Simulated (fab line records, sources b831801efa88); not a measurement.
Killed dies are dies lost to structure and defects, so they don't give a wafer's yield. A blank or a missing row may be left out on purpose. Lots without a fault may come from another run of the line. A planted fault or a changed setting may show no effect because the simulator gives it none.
A struck lot beside a sound one | flow gf180mcu | 14 steps out of a route of 602
Sound: wafers L240.1, L240.5, L240.6. Struck: wafers L249.2, L249.3, L249.6. The cause comes at the end.
At each step with rows: each side's tool, then ch and its chambers, then its first start. Under that, the readings that differ: sound wafers | struck wafers | difference of the means | sigmas: that difference in standard deviations of wafers without a fault.
alike: readings whose means differ by less than 2 such deviations, and words and numbers that are the same on both sides. not compared: withheld readings, readings that some wafer has no value for, bounds like >300 that may hide the same value, and numbers for which the record gives no deviation and whose values overlap.
The two part at a step that has a row with sigmas, a row that says differs or no value, or rows on one side only. Numbers that don't overlap but have no deviation are shown without sigmas and don't part them. A reading that every wafer of one side lacks parts them only if that side has two wafers or more.

first, 3 steps without rows for these wafers: GF_HV_LDD_EXPOSE_16 (exposes mask Pplus LV AREA, target cd 400 nm); GF_HV_LDD_PEB_17; GF_HV_LDD_DEVELOP_18 (develop time 60 s).
GF_HV_LDD_CD_MEAS_19: target cd 400 nm.
  sound on cd_sem-01, day 11 14:10; struck on cd_sem-01, day 14 14:29
  alike: cd_nm
GF_HV_LDD_OVL_MEAS_20:
  sound on overlay-02, day 11 14:17; struck on overlay-02, day 14 14:35
  alike: HV_LDD_01_OVL
then, 1 step without rows for these wafers: GF_HV_LDD_IMPLANT_21.
GF_HV_LDD_STRIP_22: strips in O2/N2.
  sound on plasma_asher-03 ch 0,1, day 11 14:28; struck on plasma_asher-04 ch 0,1, day 14 14:46
  reading                     | sound       | struck      | difference | sigmas
  drypump_motor_current_A (A) | 5.5 5.5 5.7 | 6.4 6.4 5.7 | +0.6       | +2
  alike: heater_power_w, oes_product_au, platen_temp_c, strip_time_to_endpoint_s
  not compared: rf_hours_counter_h
GF_HV_LDD_TW_MEAS_23:
  sound on film_metro-02, day 11 14:34; struck on film_metro-01, day 14 14:52
  alike: HV_LDD_2_TW
then, 4 steps without rows for these wafers: GF_HV_LDD_DEHYDRATE_24 (time 60 s); GF_HV_LDD_HMDS_25 (prime time 60 s); GF_HV_LDD_COAT_26 (resist thk 1000 nm); GF_HV_LDD_SOFTBAKE_27 (time 60 s).
GF_HV_LDD_EXPOSE_28: exposes mask Nplus HV AREA, target cd 400 nm.
  sound on iline_stepper-02 ch 0, day 12 00:12; struck on iline_stepper-01, day 15 01:56
  no value came back on the struck wafers for exposure_dose_mJ_cm2, focus_offset_nm (nm), na; on the sound wafers exposure_dose_mJ_cm2 reads 140.00 140.02 140.07
  reading                        | sound                      | struck               | difference | sigmas
  model.HV_LDD.overlay_x_nm (nm) | -0.02667 -0.02667 -0.02667 | 0.8382 0.8382 0.8382 | +0.8649    |
  alike: mask
then, 1 step without rows for these wafers: GF_HV_LDD_PEB_29.

WHERE THEY PART
First at GF_HV_LDD_STRIP_22; last, within this record, at GF_HV_LDD_EXPOSE_28.

WHY: what the simulator had put in
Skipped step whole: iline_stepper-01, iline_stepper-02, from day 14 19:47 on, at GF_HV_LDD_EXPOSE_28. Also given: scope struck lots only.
